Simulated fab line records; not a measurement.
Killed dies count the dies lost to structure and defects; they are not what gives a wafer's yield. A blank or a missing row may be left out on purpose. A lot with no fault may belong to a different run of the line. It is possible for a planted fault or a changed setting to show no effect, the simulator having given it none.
Matching of chambers + flow sky130 + SKY_PASSIVATION_ETCH_11 on rie_diel-03 has 4 sister chambers
The step etches the open film in CF4/O2, stops on AlCu, target depth 725 nm, time 161.1 s. 24 wafers are shown with their chamber, then 12 later ones without.

WAFERS WITH THEIR CHAMBER
| wafer  | chamber | drypump_motor_current_A (A) | oes_product_au (a.u.) | throttle_valve_pct (%) |
|--------|---------|-----------------------------|-----------------------|------------------------|
| L074.1 | 0       | 5.9                         | 0.958                 | 5.940                  |
| L074.2 | 1       | 4.9                         | 0.977                 | 5.945                  |
| L074.3 | 2       | 5.9                         | 0.953                 | 5.961                  |
| L074.4 | 3       | 5.3                         | 0.982                 | 5.976                  |
| L074.5 | 0       | 5.9                         | 0.975                 | 5.946                  |
| L074.6 | 3       | 5.3                         | 0.974                 | 5.972                  |
| L076.1 | 2       | 5.9                         | 0.957                 | 5.945                  |
| L076.2 | 3       | 5.3                         | 0.972                 | 5.950                  |
| L076.3 | 1       | 4.9                         | 0.982                 | 5.962                  |
| L078.2 | 3       | 5.3                         | 0.973                 | 5.960                  |
| L078.4 | 1       | 4.9                         | 0.992                 | 5.953                  |
| L078.6 | 3       | 5.3                         | 0.968                 | 5.957                  |
| L079.3 | 1       | 4.9                         | 0.972                 | 5.982                  |
| L079.5 | 1       | 4.9                         | 0.988                 | 5.978                  |
| L079.6 | 3       | 5.3                         | 0.975                 | 5.970                  |
| L082.2 | 1       | 4.9                         | 0.985                 | 5.954                  |
| L082.5 | 1       | 4.9                         | 0.988                 | 5.967                  |
| L082.6 | 2       | 5.9                         | 0.956                 | 5.939                  |
| L083.1 | 0       | 5.8                         | 0.960                 | 5.941                  |
| L083.3 | 1       | 4.9                         | 0.982                 | 5.967                  |
| L083.4 | 3       | 5.3                         | 0.969                 | 5.969                  |
| L086.1 | 3       | 5.3                         | 0.977                 | 5.955                  |
| L086.3 | 1       | 4.9                         | 0.985                 | 5.967                  |
| L086.5 | 3       | 5.3                         | 0.978                 | 5.961                  |

SIGNATURES, as means of the wafers listed above
| reading                 | chamber 0 | chamber 1 | chamber 2 | chamber 3 | scatter within a chamber |
|-------------------------|-----------|-----------|-----------|-----------|--------------------------|
| drypump_motor_current_A | 5.867     | 4.900     | 5.900     | 5.300     | 0.0183                   |
| oes_product_au          | 0.96433   | 0.98344   | 0.95533   | 0.97422   | 0.00563                  |
| throttle_valve_pct      | 5.94233   | 5.96389   | 5.94833   | 5.96333   | 0.0101                   |
Rule: distance of a wafer from a chamber = root of the sum over the readings of ((wafer's reading minus chamber's mean) / reading's scatter) squared. The wafer belongs to the nearest chamber; if the next one is less than 2 further off, it can't be placed. The scatter is the square root of a quotient: the sum, over the shown wafers, of each reading's squared deviation from its chamber's mean, divided by wafers minus chambers.

WAFERS MISSING THEIR CHAMBER
| wafer  | drypump_motor_current_A (A) | oes_product_au (a.u.) | throttle_valve_pct (%) |
|--------|-----------------------------|-----------------------|------------------------|
| L088.2 | 5.9                         | 0.980                 | 5.970                  |
| L088.3 | 5.9                         | 0.962                 | 5.962                  |
| L088.5 | 5.9                         | 0.958                 | 5.959                  |
| L089.2 | 5.8                         | 0.977                 | 5.952                  |
| L089.3 | 5.9                         | 0.964                 | 5.967                  |
| L089.4 | 5.3                         | 0.965                 | 5.953                  |
| L091.2 | 5.8                         | 0.960                 | 5.935                  |
| L091.5 | 5.8                         | 0.961                 | 5.958                  |
| L091.6 | 5.3                         | 0.955                 | 5.959                  |
| L092.2 | 5.3                         | 0.971                 | 5.958                  |
| L092.5 | 5.9                         | 0.955                 | 5.971                  |
| L092.6 | 4.9                         | 0.979                 | 5.973                  |

WHICH CHAMBER EACH WENT THROUGH
| wafer  | from the rows above     | in truth |
|--------|-------------------------|----------|
| L088.2 | can't be placed: 0 or 2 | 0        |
| L088.3 | can't be placed: 2 or 0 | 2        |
| L088.5 | can't be placed: 2 or 0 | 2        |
| L089.2 | 0                       | 0        |
| L089.3 | can't be placed: 2 or 0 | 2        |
| L089.4 | 3                       | 3        |
| L091.2 | can't be placed: 0 or 2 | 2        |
| L091.5 | can't be placed: 0 or 2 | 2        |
| L091.6 | 3                       | 3        |
| L092.2 | 3                       | 3        |
| L092.5 | can't be placed: 2 or 0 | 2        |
| L092.6 | 1                       | 1        |
Correctly placed: 5 of 12. Not placeable from these rows: 7 (in 7, the candidates include the true chamber). Number placed wrongly: 0.
